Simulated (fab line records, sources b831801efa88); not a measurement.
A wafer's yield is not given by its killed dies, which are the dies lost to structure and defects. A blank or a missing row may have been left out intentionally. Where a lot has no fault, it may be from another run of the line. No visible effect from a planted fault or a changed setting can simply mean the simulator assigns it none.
The same fault as seen by 2 desks    flow sky130    only its own numbers are on each desk; what lay behind them is given at the end

THE TOOL OWNER'S DESK: rie-diel-03
The tool's own readings at SKY_VIA2_ETCH_15 (etches SiO2 in C4F8/O2/Ar, stops on TiN, target depth 546 nm, time 84 s): means of the sampled wafers that have a number, for each lot that ran on this tool. The brackets show how far a lot's mean lies from the usual mean; more than 4 standard deviations puts the lot out of limits, marked OUT.
Columns: A = oes-product-au at SKY_VIA2_ETCH_15, usual 0.940 a.u.; B = run-length-s at SKY_VIA2_ETCH_15, usual 112.2 s
lot   first seen here  A                 B
L189  day 38 06:37     0.936             112.2
L188  day 38 08:22     0.940             112.5
L191  day 39 00:00     0.939             112.5
L195  day 40 15:11     0.938             112.4
L200  day 41 23:59     0.958 (+4.2) OUT  108.5 (-9.6) OUT
L202  day 42 20:27     0.962 (+4.9) OUT  108.7 (-9.2) OUT
Finding of this desk: L200, L202 out of limits; the first was L200 at day 41 23:59, on oes-product-au at SKY_VIA2_ETCH_15. Within limits: L189, L188, L191, L195.

FROM THE METROLOGY DESK
Means of the sampled wafers that have a number, per lot and without regard to the tool the lot ran on: this is what the gauges read. The brackets show how far a lot's mean lies from the usual mean; more than 4 standard deviations puts the lot out of limits, marked OUT.
Columns: A = GATE_OXIDE_OVL at SKY_GATE_OXIDE_OVL_MEAS_10, usual -1.5 nm
lot   first seen here  A
L188  day 14 18:47     -1.6
L189  day 14 21:53     -1.4
L191  day 15 15:52     0.5
L192  day 16 03:54     -1.5
L195  day 17 10:31     -1.2
L200  day 19 09:59     -0.5
L202  day 20 11:56     -4.1
L203  day 20 13:01     -1.5
L206  day 21 11:33     1.1
L208  day 21 23:35     -2.9
L209  day 22 01:25     -1.6
Finding of this desk: none of the 11 lots has anything out of limits.

ALL TOGETHER
At day 41 23:59, on L200, L202, the tool owner's desk was in a position to raise an alarm.
From the metrology desk's view, nothing was out of limits.
The metrology desk has L200, L202 on record, within its limits.
SKY_VIA2_ETCH_15 was run on rie-diel-03 by each of the lots named.

WHAT THE SIMULATOR HAD PUT IN
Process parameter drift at SKY_VIA2_ETCH_15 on rie-diel-03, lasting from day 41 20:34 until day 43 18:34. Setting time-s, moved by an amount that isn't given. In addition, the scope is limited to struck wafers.
Struck lots among those shown: L200, L202.
Time in hours from fault onset to the first out-of-limits reading at each desk: the tool owner's desk, 3.
